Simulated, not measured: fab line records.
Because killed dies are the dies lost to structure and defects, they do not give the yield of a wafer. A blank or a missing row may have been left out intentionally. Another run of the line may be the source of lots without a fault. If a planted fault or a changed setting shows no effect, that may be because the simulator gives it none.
Problem report in the 8D (eight disciplines) form, filled by code	flow gf180mcu	the parts of the form that need people (team, actions taken, sign-off) are left out

== 1. PROBLEM STATEMENT ==
V5_W_RS at GF_V5_RS_MEAS_24 reads a mean of 0.212 ohm/sq on 1 wafer of 1 lot; wafers without a fault read 0.325 ohm/sq with a standard deviation of 0.0037. That is -31 standard deviations from the usual mean.
The step: measures by four-point-probe.
The first sign was on wafer L536.2 at day 31 09:19, on filmMetro-02. The record has a number at this step for 30 wafers belonging to 10 lots. The rule behind "out" and "out of limits": a value lying over 4 standard deviations away from the usual mean. All remaining wafers that have a number are taken as sound.

== 2. WHAT IT IS; WHAT IT IS NOT ==
question	is	is not
which readings at this step	V5_W_RS	-
which lots	L536	L522, L524, L527, L528, L534, L539, L540, L542, L544
which wafers of those lots	L536.2	L536.1, L536.4
read on which gauges	filmMetro-02	filmMetro-03, filmMetro-04
when	from day 31 09:19	up to then (17 sound wafers); but 12 sound wafers of L539, L540, L542, L544 came after

== 3. SUSPECTS, AND WHAT RULES EACH OUT ==
Counting: a tool at a process step up to the reading stays a suspect if it ran every lot that is out. Sound lots after the first of them don't rule it out here, since some wafers of a struck lot are sound.
- the gauge at GF_V5_RS_MEAS_24 is ruled out. All the wafers that are out were read on filmMetro-02, but those of them that GF_V5_CMP_26 has rows for are out there too, on other tools.
- plasmaAsher-02 at GF_MIM_STRIP_20 (strips in O2/N2): kept. It processed L536, the lot that is out, at day 29 18:13, and its most recent sound lot before then was L528 at day 27 22:59.
- plasmaAsher-04 at GF_M5_STRIP_11 (strips in O2/N2): kept. It processed L536, the lot that is out, at day 30 13:14, and its most recent sound lot before then was L534 at day 30 06:18.
- cvdW-02 at GF_V5_CVD_23 (deposits W, target thk 350 nm, time 104.9 s): kept. It processed L536, the lot that is out, at day 31 09:12, and its most recent sound lot before then was L528 at day 29 15:15.
- The sound lot-mates ran in chamber 1 of plasmaAsher-02 at GF_MIM_STRIP_20, but the wafers that are out ran in chamber 0.
Still standing after the count: plasmaAsher-02 at GF_MIM_STRIP_20, plasmaAsher-04 at GF_M5_STRIP_11, cvdW-02 at GF_V5_CVD_23.

== 4. THE CAUSE (what the simulator had put in) ==
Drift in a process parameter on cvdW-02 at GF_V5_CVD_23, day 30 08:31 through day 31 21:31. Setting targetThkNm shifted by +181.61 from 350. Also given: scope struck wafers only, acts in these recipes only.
After counting, 3 suspects remain, this tool included.

== 5. THE CHAIN OF EFFECTS, in route order ==
Each row: a reading whose mean over the struck wafers that have a number lies more than 3 standard deviations from the usual. Only readings for which the record gives a usual standard deviation are gone through. hours: the time from each lot's start at the first step in this table that gives one to its start at this step, as a median over the lots. sigmas: the change in usual standard deviations.
hours	step	reading	usual	on struck wafers	change	sigmas
0	GF_V5_RS_MEAS_24	V5_W_RS	0.325 ohm/sq	0.212	-0.113	-31
0	GF_V5_THK_MEAS_25	V5_W_THK	344 nm	525	+181	+35
0	GF_V5_CMP_26	timeToEndpointS	85 s	130	+45	+15
Process steps it contains:
- GF_V5_CMP_26: polishes, stops on SiO2, t overpolish 15 s, target thk 0 nm.

== 6. HOW IT WOULD HAVE BEEN CAUGHT EARLIER ==
The first out-of-limits reading at a measuring or inspecting step in this record came at day 31 09:19, 25 hours after the fault's start at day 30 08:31.
An alarm limit of 4 standard deviations would not have fired on the tool readings at GF_V5_CVD_23 for which the record gives a usual standard deviation, since none of them was out on any struck wafer.
All the lots that are out (1) had begun GF_V5_CVD_23 on cvdW-02 by day 31 09:19. Had the tool been put on hold then, not one of them would have been saved.
